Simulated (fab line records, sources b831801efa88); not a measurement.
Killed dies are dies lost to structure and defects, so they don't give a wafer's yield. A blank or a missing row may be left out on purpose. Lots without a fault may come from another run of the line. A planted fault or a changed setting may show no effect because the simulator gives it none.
Problem report in the 8D (eight disciplines) form, filled by code | flow gf180mcu | the parts of the form that need people (team, actions taken, sign-off) are left out

1. THE PROBLEM
POLY_GATE_CVD_00_THK at GF_POLY_GATE_THK_MEAS_01 reads a mean of 140.6 nm on 6 wafers of 2 lots; wafers without a fault read 200.3 nm with a standard deviation of 1.9. That is -31 standard deviations from the usual mean.
First seen on wafer L843.1, day 13 14:39, on film_metro-01. The record holds 36 wafers of 12 lots with a number at this step. Rule for "out", or "out of limits": more than 4 standard deviations from the usual mean. The other wafers with a number count as sound.

2. WHAT IT IS AND WHAT IT IS NOT
question                    | is                           | is not
which readings at this step | POLY_GATE_CVD_00_THK         | -
which lots                  | L843, L846                   | L825, L828, L829, L831, L833, L834, L835, L836, L841, L848
which wafers of those lots  | all that have a number       | -
read on which gauges        | film_metro-01, film_metro-04 | film_metro-02
when                        | from day 13 14:39            | up to then (27 sound wafers); but 3 sound wafers of L848 came after

3. SUSPECTS, AND WHAT RULES EACH OUT
Counting: a tool at a process step up to the reading stays a suspect if it ran every lot that is out and no sound lot after the first of them.
- the gauge at GF_POLY_GATE_THK_MEAS_01: ruled out. The wafers that are out were read on 2 gauges (film_metro-01, film_metro-04).
- lpcvd-01 at GF_POLY_GATE_CVD_00 (deposits poly-Si, target thk 200 nm, time 1200 s): kept. It ran every lot that is out, first L843 (day 13 13:19), and no sound lot after that; its last sound lot up to then is L841 (day 13 02:17). Its own readings are out on those wafers: pressure_mtorr.
Left after counting: lpcvd-01 at GF_POLY_GATE_CVD_00.

4. THE CAUSE (what the simulator had put in)
Process parameter drift: lpcvd-01, from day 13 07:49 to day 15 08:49, at GF_POLY_GATE_CVD_00. Setting pressure_mtorr, moved by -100, from 200. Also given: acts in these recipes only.
Counting left only this tool.

5. THE CHAIN OF EFFECTS, in route order
Each row: a reading whose mean over the struck wafers that have a number lies more than 3 standard deviations from the usual. Only readings for which the record gives a usual standard deviation are gone through. hours: the time from each lot's start at the first step in this table that gives one to its start at this step, as a median over the lots. sigmas: the change in usual standard deviations.
hours | step                     | reading              | usual       | on struck wafers | change | sigmas
0     | GF_POLY_GATE_CVD_00      | pressure_mtorr       | 199.9 mTorr | 100.2            | -99.7  | -99 or more
1     | GF_POLY_GATE_THK_MEAS_01 | POLY_GATE_CVD_00_THK | 200.3 nm    | 140.6            | -59.7  | -31
23    | GF_POLY_GATE_ETCH_13     | oes_product_au       | 0.992 a.u.  | 0.790            | -0.202 | -31
The process steps in it:
- GF_POLY_GATE_CVD_00: deposits poly-Si, target thk 200 nm, time 1200 s.
- GF_POLY_GATE_ETCH_13: etches poly-Si in HBr/Cl2, stops on SiO2, target depth 198.5 nm, time 69.6 s.
Later measuring or inspecting steps at which every struck wafer that the step has a row for has a number for every such reading, and none has moved that far: GF_M1_THK_MEAS_06, GF_V1_THK_MEAS_03.

6. WHAT WOULD HAVE CAUGHT IT SOONER
In this record the first reading out of limits at a measuring or inspecting step was taken at day 13 14:39, 7 hours after the fault began at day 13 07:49.
The tool's own readings at GF_POLY_GATE_CVD_00 were out on every struck wafer that the step has a row for (pressure_mtorr): an alarm limit on them would have fired on the first of those.
Of the lots that are out (2), L846 began GF_POLY_GATE_CVD_00 on lpcvd-01 after day 13 14:39. A hold on the tool at that time would have spared it.
